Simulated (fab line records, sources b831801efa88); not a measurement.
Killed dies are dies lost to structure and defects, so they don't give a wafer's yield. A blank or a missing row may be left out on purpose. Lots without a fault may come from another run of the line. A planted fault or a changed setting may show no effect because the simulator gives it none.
fab line records | flow sky130
record lots=14 wafers=42 last_day=50
route steps=708 shown POLY_GATE@231 LDD_P@265 LDD_LDN@291 SPACER@305 RES_XHIGH@341
lots that met no fault: from a run of the same line without faults
start_h: hours from the record's first day to the start of the lot's first wafer shown | wait_h: hours since the lot's step before | " the same as in the row above | L1.1+2: a row that stands for several wafers | - no value, or no start given | * or withheld: withheld | < > ~ a bound
route shown NAME@n: a module of which the file shows steps, and the number in the route of the first | usual: mean/standard deviation of fault-free wafers | same: alike in all rows | chamber/n: place in a boat | sites: the reading at each site | _std_site: their standard deviation | _edge_site: outer sites' mean less inner sites' | radius_mm: how far each site lies from the wafer's centre | mask NAME#n: copy n | behind: the tool/chamber that last shaped the wafer | hold: why the lot was held/for how many hours/how that ended | device: the transistor (n, p or np) that didn't switch | end of line: the same wafers' tests at the end of the route | a step without rows: its recipe alone | killed: dies lost to structure and defects at the first sort, not the wafer's yield | map: a wafer's dies, x killed, . not, _ none there
set.NAME: the setting as run; set.NAME@STEP: as run at that earlier step | model.NAME: the simulator's own value behind a step, which no gauge read
steps of the route over a sample of lots; a table a step, a row a wafer
services: from which hour (start_h, from the record's first day; less than 0 if before it) a tool's chamber was out of use, for how many hours, and why
## steps
# step SKY_POLY_GATE_ETCH_17
# recipe target_depth_nm=180 stop_on=SiO2 over_etch_frac=0.56667 chemistry=HBr/Cl2 target=poly-Si icp_w=400 bias_w=100 pressure_mtorr=10 HBr_flow_sccm=150 Cl2_flow_sccm=50 time_s=70.5
# usual chamber_pressure_mTorr=10.000/0.011 drypump_motor_current_A=5.6/0.5 oes_product_au=0.981/0.0079 throttle_valve_pct=33.685/0.0078
# columns lot.wafer tool chamber start_h wait_h chamber_pressure_mTorr drypump_motor_current_A oes_product_au rf_hours_counter_h throttle_valve_pct
L778.3 rie_si-01 1 361.46 0.0 9.983 5.7 0.988 5 33.675
L778.5 " 3 " " 10.004 6.6 0.983 - 33.673
L778.6 " 0 " " 9.995 5.8 0.989 - 33.679
L779.1 rie_si-01 2 374.88 0.0 10.020 4.8 0.987 2 33.695
L779.4 " 0 " " 9.999 5.8 0.996 4 33.681
L779.6 " 2 " " 10.000 4.9 0.984 - 33.684
L782.1 rie_si-01 2 421.03 0.0 9.994 4.8 0.976 2 33.702
L782.3 " 1 " " 10.012 5.7 0.999 5 33.696
L782.6 " 1 " " 10.015 5.7 0.993 - 33.684
L783.3 rie_si-01 0 430.71 0.0 10.010 5.8 0.984 4 33.679
L783.4 " 2 " " 9.984 4.9 0.966 2 33.685
L783.5 " 3 " " 10.013 6.6 0.971 - 33.673
L784.2 rie_si-02 0 431.06 0.0 9.981 5.1 0.980 5 33.684
L784.5 " 1 " " 10.004 5.9 0.977 - 33.677
L784.6 " 2 " " 9.994 5.6 0.981 - 33.692
L786.2 rie_si-01 0 435.78 0.0 10.001 5.7 0.988 4 33.686
L786.5 " 0 " " 10.024 5.8 0.981 - 33.678
L786.6 " 1 " " 10.019 5.7 0.990 - 33.681
L785.3 rie_si-02 2 437.09 0.1 10.000 5.6 0.979 - 33.698
L785.5 " 2 " " 9.995 5.6 0.981 - 33.704
L785.6 " 0 " " 10.000 5.1 0.982 - 33.672
L788.1 rie_si-01 0 450.08 0.0 9.997 5.8 0.982 4 33.687
L788.5 " 2 " " 9.991 4.8 0.978 - 33.698
L788.6 " 1 " " 10.007 5.7 0.990 - 33.686
L787.1 rie_si-02 2 456.53 0.0 10.002 5.6 0.993 3 33.696
L787.2 " 1 " " 10.002 5.8 0.980 0 33.685
L787.4 " 1 " " 9.986 5.9 0.985 - 33.676
L795.3 rie_si-01 0 513.86 0.0 10.009 5.8 0.982 4 33.677
L795.4 " 1 " " 10.001 5.7 0.978 6 33.687
L795.5 " 2 " " 9.993 4.9 0.972 - 33.677
L796.2 rie_si-02 3 524.88 0.0 10.008 5.5 0.979 0 33.667
L796.4 " 0 " " 9.999 5.0 0.989 6 33.697
L796.6 " 0 " " 9.994 5.1 0.981 - 33.694
L798.1 rie_si-02 1 540.51 0.0 9.998 5.8 0.985 0 33.683
L798.3 " 0 " " 10.011 5.1 0.983 6 33.677
L798.6 " 0 " " 10.001 5.1 0.978 - 33.700
L799.1 rie_si-01 3 545.36 0.0 10.007 6.6 0.989 35 33.685
L799.3 " 0 " " 9.999 5.8 0.977 4 33.685
L799.5 " 2 " " 9.993 4.9 0.971 - 33.683
L801.1 rie_si-01 1 564.68 0.0 10.005 5.7 0.991 6 33.688
L801.2 " 2 " " 9.996 4.9 0.968 3 33.686
L801.5 " 2 " " 10.001 4.9 0.975 - 33.681
# step SKY_LDD_P_STRIP_10
# recipe chemistry=O2/N2 power_w=1400 pressure_mtorr=1500 platen_temp_c=withheld o2_flow_sccm=3000 n2_flow_sccm=300 overash_fraction=0.5
# usual chamber_pressure_mTorr=1500.1/1.3 drypump_motor_current_A=5.6/0.5 oes_product_au=0.715/0.0045 strip_time_to_endpoint_s=14.33/0.034
# columns lot.wafer tool chamber start_h wait_h chamber_pressure_mTorr drypump_motor_current_A oes_product_au rf_hours_counter_h strip_time_to_endpoint_s
L778.3 plasma_asher-01 0 423.53 0.1 1500.4 5.9 0.712 - 14.31
L778.5 " 0 " " 1498.3 5.9 0.720 - 14.29
L778.6 " 1 " " 1500.7 5.2 0.721 - 14.33
L779.1 plasma_asher-01 1 436.65 0.1 1499.9 5.2 0.715 63 14.30
L779.4 " 0 " " 1500.6 5.9 0.711 - 14.32
L779.6 " 0 " " 1498.2 5.9 0.714 - 14.32
L782.1 plasma_asher-02 0 486.59 0.1 1499.1 5.2 0.717 5 14.30
L782.3 " 0 " " 1499.2 5.2 0.706 - 14.29
L782.6 " 1 " " 1503.8 5.1 0.720 - 14.29
L784.2 plasma_asher-03 1 495.74 0.1 1501.4 5.9 0.706 34 14.28
L784.5 " 1 " " 1498.8 5.8 0.719 - 14.30
L784.6 " 0 " " 1504.0 6.5 0.711 - 14.32
L783.3 plasma_asher-02 0 495.88 0.1 1498.0 5.2 0.718 - 14.32
L783.4 " 1 " " 1501.0 5.1 0.717 - 14.30
L783.5 " 1 " " 1501.3 5.1 0.724 - 14.29
L786.2 plasma_asher-03 0 499.75 0.1 1502.3 6.6 0.723 34 14.32
L786.5 " 0 " " 1500.1 6.5 0.722 - 14.33
L786.6 " 1 " " 1501.7 5.8 0.712 - 14.30
L785.3 plasma_asher-03 1 501.06 0.1 1499.8 5.8 0.711 - 14.31
L785.5 " 1 " " 1498.5 5.9 0.710 - 14.34
L785.6 " 0 " " 1498.4 6.5 0.719 - 14.38
L788.1 plasma_asher-03 0 513.48 0.1 1500.2 6.5 0.712 35 14.35
L788.5 " 0 " " 1499.8 6.5 0.710 - 14.31
L788.6 " 1 " " 1498.6 5.9 0.717 - 14.28
L787.1 plasma_asher-01 1 520.89 0.1 1499.5 5.2 0.720 72 14.36
L787.2 " 0 " " 1499.9 5.8 0.721 72 14.31
L787.4 " 1 " " 1498.7 5.2 0.714 - 14.28
L795.3 plasma_asher-03 0 576.11 0.1 1499.0 6.5 0.707 - 14.31
L795.4 " 1 " " 1500.9 5.9 0.710 - 14.29
L795.5 " 0 " " 1502.5 6.5 0.719 - 14.32
L796.2 plasma_asher-02 0 587.29 0.1 1499.8 5.2 0.710 16 14.38
L796.4 " 1 " " 1498.7 5.1 0.711 - 14.37
L796.6 " 1 " " 1502.7 5.2 0.716 - 14.45
L798.1 plasma_asher-01 1 602.05 0.1 1500.3 5.2 0.708 80 14.29
L798.3 " 1 " " 1498.5 5.2 0.716 - 14.31
L798.6 " 1 " " 1500.1 5.2 0.714 - 14.33
L799.1 plasma_asher-02 0 606.30 0.1 1500.9 5.2 0.722 17 14.35
L799.3 " 0 " " 1500.1 5.2 0.711 - 14.35
L799.5 " 1 " " 1500.6 5.1 0.719 - 14.33
L801.1 plasma_asher-03 0 624.68 0.1 1496.7 6.5 0.714 46 14.33
L801.2 " 1 " " 1498.9 5.8 0.722 46 14.29
L801.5 " 1 " " 1501.0 5.9 0.719 - 14.33
# step SKY_LDD_LDN_COAT_02
# recipe resist=NOVOLAK spin_rpm=3000 resist_thk_nm=1140
# usual chill_plate_temp_C=23.00/0.12 dispense_pressure_kPa=52.1/2.8
# columns lot.wafer tool chamber start_h wait_h chill_plate_temp_C dispense_pressure_kPa
L778.3 litho_track-04 0 501.04 0.1 22.89 55.2
L778.5 " 0 " " 22.78 55.2
L778.6 " 0 " " 22.84 55.1
L779.1 litho_track-02 0 513.75 0.1 23.33 49.3
L779.4 " 0 " " 23.19 49.3
L779.6 " 0 " " 23.08 49.4
L782.1 litho_track-04 0 561.54 0.1 23.16 55.2
L782.3 " 0 " " 23.08 55.2
L782.6 " 0 " " 23.05 55.2
L784.2 litho_track-02 0 571.12 0.1 22.94 49.4
L784.5 " 0 " " 22.93 49.3
L784.6 " 0 " " 22.77 49.4
L783.3 litho_track-04 0 571.69 0.1 22.89 55.2
L783.4 " 0 " " 22.99 55.2
L783.5 " 0 " " 22.88 55.2
L786.2 litho_track-04 - 574.01 0.1 - -
L786.5 " - " " - -
L786.6 " - " " - -
L785.3 litho_track-03 - 576.74 0.1 - -
L785.5 " - " " - -
L785.6 " - " " - -
L788.1 litho_track-02 0 587.85 0.1 23.04 49.3
L788.5 " 0 " " 23.15 49.3
L788.6 " 0 " " 23.01 49.4
L787.1 litho_track-04 0 595.39 0.1 22.85 55.2
L787.2 " 0 " " 22.84 55.2
L787.4 " 0 " " 22.88 55.2
L795.3 litho_track-04 0 646.99 0.1 23.10 55.2
L795.4 " 0 " " 23.09 55.2
L795.5 " 0 " " 23.06 55.2
L796.2 litho_track-04 0 659.81 0.1 23.20 55.2
L796.4 " 0 " " 23.05 55.2
L796.6 " 0 " " 23.18 55.2
L798.1 litho_track-04 0 673.04 0.1 22.97 55.2
L798.3 " 0 " " 22.99 55.2
L798.6 " 0 " " 22.84 55.2
L799.1 litho_track-02 0 677.95 0.1 23.01 49.3
L799.3 " 0 " " 23.11 49.4
L799.5 " 0 " " 23.02 49.3
L801.1 litho_track-03 0 695.19 0.1 22.87 49.9
L801.2 " 0 " " 22.88 49.9
L801.5 " 0 " " 22.88 49.9
# step SKY_LDD_LDN_OVL_MEAS_07
# usual LDD_LDN_OVL=0.6/1.7
# columns lot.wafer tool chamber start_h wait_h LDD_LDN_OVL[nm]
L778.3 overlay-01 - 517.16 0.1 1.8
L778.5 " - " " -0.9
L778.6 " - " " 0.9
L779.1 overlay-01 - 528.34 0.1 1.8
L779.4 " - " " 2.9
L779.6 " - " " 2.2
L782.1 overlay-01 - 576.49 0.1 -1.4
L782.3 " - " " -2.7
L782.6 " - " " -2.0
L784.2 overlay-01 - 584.99 0.1 -1.2
L784.5 " - " " 0.0
L784.6 " - " " -0.8
L783.3 overlay-01 - 585.30 0.1 -1.0
L783.4 " - " " -0.6
L783.5 " - " " -1.6
L786.2 overlay-01 - 587.94 0.1 -
L786.5 " - " " -
L786.6 " - " " -
L785.3 overlay-02 - 590.25 0.1 -
L785.5 " - " " -
L785.6 " - " " -
L788.1 overlay-02 - 602.64 0.1 -0.5
L788.5 " - " " -0.5
L788.6 " - " " -0.7
L787.1 overlay-01 - 609.80 0.1 2.7
L787.2 " - " " 0.7
L787.4 " - " " 1.7
L795.3 overlay-01 - 661.70 0.1 -2.9
L795.4 " - " " -4.0
L795.5 " - " " -2.1
L796.2 overlay-01 - 673.64 0.1 0.4
L796.4 " - " " -0.8
L796.6 " - " " -0.8
L798.1 overlay-02 - 685.90 0.1 2.5
L798.3 " - " " 3.3
L798.6 " - " " 2.8
L799.1 overlay-02 - 691.84 0.1 2.3
L799.3 " - " " 2.7
L799.5 " - " " 1.8
L801.1 overlay-02 - 708.34 0.1 3.6
L801.2 " - " " 4.6
L801.5 " - " " 3.3
# step SKY_SPACER_THK_MEAS_01
# recipe reads=Si3N4_of_SPACER_CVD_00
# usual SPACER_CVD_00_THK=42.9/0.39
# columns lot.wafer tool chamber start_h wait_h SPACER_CVD_00_THK[nm]
L778.3 film_metro-01 - 519.22 0.0 42.8
L778.5 " - " " 43.2
L778.6 " - " " 42.9
L779.1 film_metro-01 - 531.57 0.0 42.7
L779.4 " - " " 42.7
L779.6 " - " " 42.7
L782.1 film_metro-02 - 581.27 0.0 42.7
L782.3 " - " " 43.0
L782.6 " - " " 42.7
L784.2 film_metro-02 - 587.65 0.0 43.2
L784.5 " - " " 43.0
L784.6 " - " " 43.5
L783.3 film_metro-04 - 589.47 0.0 42.2
L783.4 " - " " 42.4
L783.5 " - " " 42.6
L786.2 film_metro-02 - 596.56 0.0 42.9
L786.5 " - " " 42.8
L786.6 " - " " 43.0
L785.3 film_metro-01 - 596.57 0.0 42.7
L785.5 " - " " 42.7
L785.6 " - " " 42.6
L788.1 film_metro-01 - 608.47 0.0 42.5
L788.5 " - " " 42.9
L788.6 " - " " 42.7
L787.1 film_metro-04 - 611.85 0.0 42.7
L787.2 " - " " 42.2
L787.4 " - " " 42.7
L795.3 film_metro-02 - 663.76 0.0 42.5
L795.4 " - " " 42.6
L795.5 " - " " 42.7
L796.2 film_metro-02 - 677.02 0.0 44.1
L796.4 " - " " 43.1
L796.6 " - " " 43.4
L798.1 film_metro-01 - 688.35 0.0 43.2
L798.3 " - " " 43.0
L798.6 " - " " 42.8
L799.1 film_metro-04 - 693.89 0.0 43.3
L799.3 " - " " 42.9
L799.5 " - " " 43.2
L801.1 film_metro-02 - 710.39 0.0 42.9
L801.2 " - " " 42.8
L801.5 " - " " 43.3
# step SKY_RES_XHIGH_TW_MEAS_09
# usual RES_XHIGH_TW=1641/8.8
# columns lot.wafer tool chamber start_h wait_h RES_XHIGH_TW
L778.3 film_metro-03 - 608.82 0.1 1637
L778.5 " - " " 1634
L778.6 " - " " 1631
L779.1 film_metro-04 - 618.70 0.1 1639
L779.4 " - " " 1648
L779.6 " - " " 1635
L782.1 film_metro-04 - 668.07 0.1 1651
L782.3 " - " " 1647
L782.6 " - " " 1644
L784.2 film_metro-02 - 674.55 0.1 1624
L784.5 " - " " 1632
L784.6 " - " " 1642
L783.3 film_metro-04 - 676.06 0.1 1642
L783.4 " - " " 1644
L783.5 " - " " 1647
L786.2 film_metro-03 - 683.33 0.1 1918
L786.5 " - " " 1932
L786.6 " - " " 1923
L785.3 film_metro-04 - 683.64 0.1 1917
L785.5 " - " " 1916
L785.6 " - " " 1923
L788.1 film_metro-04 - 693.15 0.1 1645
L788.5 " - " " 1653
L788.6 " - " " 1633
L787.1 film_metro-02 - 698.69 0.1 1631
L787.2 " - " " 1639
L787.4 " - " " 1632
L795.3 film_metro-03 - 746.44 0.1 1637
L795.4 " - " " 1629
L795.5 " - " " 1634
L796.2 film_metro-04 - 759.86 0.1 1654
L796.4 " - " " 1653
L796.6 " - " " 1652
L798.1 film_metro-04 - 770.32 0.1 1638
L798.3 " - " " 1644
L798.6 " - " " 1641
L799.1 film_metro-03 - 775.79 0.1 1645
L799.3 " - " " 1641
L799.5 " - " " 1627
L801.1 film_metro-02 - 791.35 0.1 1625
L801.2 " - " " 1630
L801.5 " - " " 1622
## services
# columns tool chamber start_h hours kind
rie_si-02 2 373.44 4.0 repair
rie_si-01 0 389.93 19.0 repair
rie_si-02 - 399.86 2.8 pm
plasma_asher-03 - 400.81 2.1 repair
plasma_asher-02 - 421.25 9.0 pm
plasma_asher-01 - 427.86 0.8 repair
rie_si-02 1 432.32 - clean
rie_si-02 1 432.32 18.2 scheduled_down
rie_si-02 1 432.32 18.2 vent_cycle
rie_si-02 3 434.16 36.3 repair
rie_si-02 3 492.34 - clean
rie_si-02 1 501.77 13.2 repair
rie_si-01 3 533.60 5.1 repair
rie_si-02 2 534.41 12.2 repair
rie_si-01 3 558.43 6.6 repair
rie_si-02 3 565.56 3.3 repair
rie_si-01 - 577.95 1.2 repair
rie_si-01 3 587.76 - clean
rie_si-01 3 587.76 18.1 scheduled_down
rie_si-01 3 587.76 18.1 vent_cycle
rie_si-02 0 659.97 6.1 repair
rie_si-02 - 674.48 0.8 repair
plasma_asher-01 - 686.45 1.6 repair
rie_si-01 - 692.49 0.5 repair
## key
first_sign step=SKY_LDD_LDN_COAT_02 reading=tool_record direction=missing
effect step=SKY_LDD_LDN_OVL_MEAS_07 reading=LDD_LDN_OVL direction=missing
effect step=SKY_RES_XHIGH_TW_MEAS_09 reading=RES_XHIGH_TW direction=up sigmas=32 usual=1641 struck=1922
met_at SKY_LDD_LDN_COAT_02
struck_lots L785,L786
sort_left_out L785.3,L785.5,L785.6,L786.2,L786.5,L786.6
tester_left_out L785,L786
not_acting_at SKY_POLY_GATE_ETCH_17,SKY_LDD_P_STRIP_10,SKY_SPACER_THK_MEAS_01
onset_between 571.69 574.01
fault kind=skipped_step_whole tool=litho_track-03,litho_track-04 chamber=- onset_h=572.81 steps=SKY_LDD_LDN_COAT_02 scope=struck_lots_only
# tester_left_out: of these lots the tester's yield and bins aren't shown, on N5 and GAA mostly nor the transistor test; their killed dies are dies lost to structure and defects alone, not to doping, threshold or leakage, so they don't give the yield
# sort_left_out: the simulated sort isn't trusted on such a fault, so these wafers' sort isn't shown, and their yield isn't known
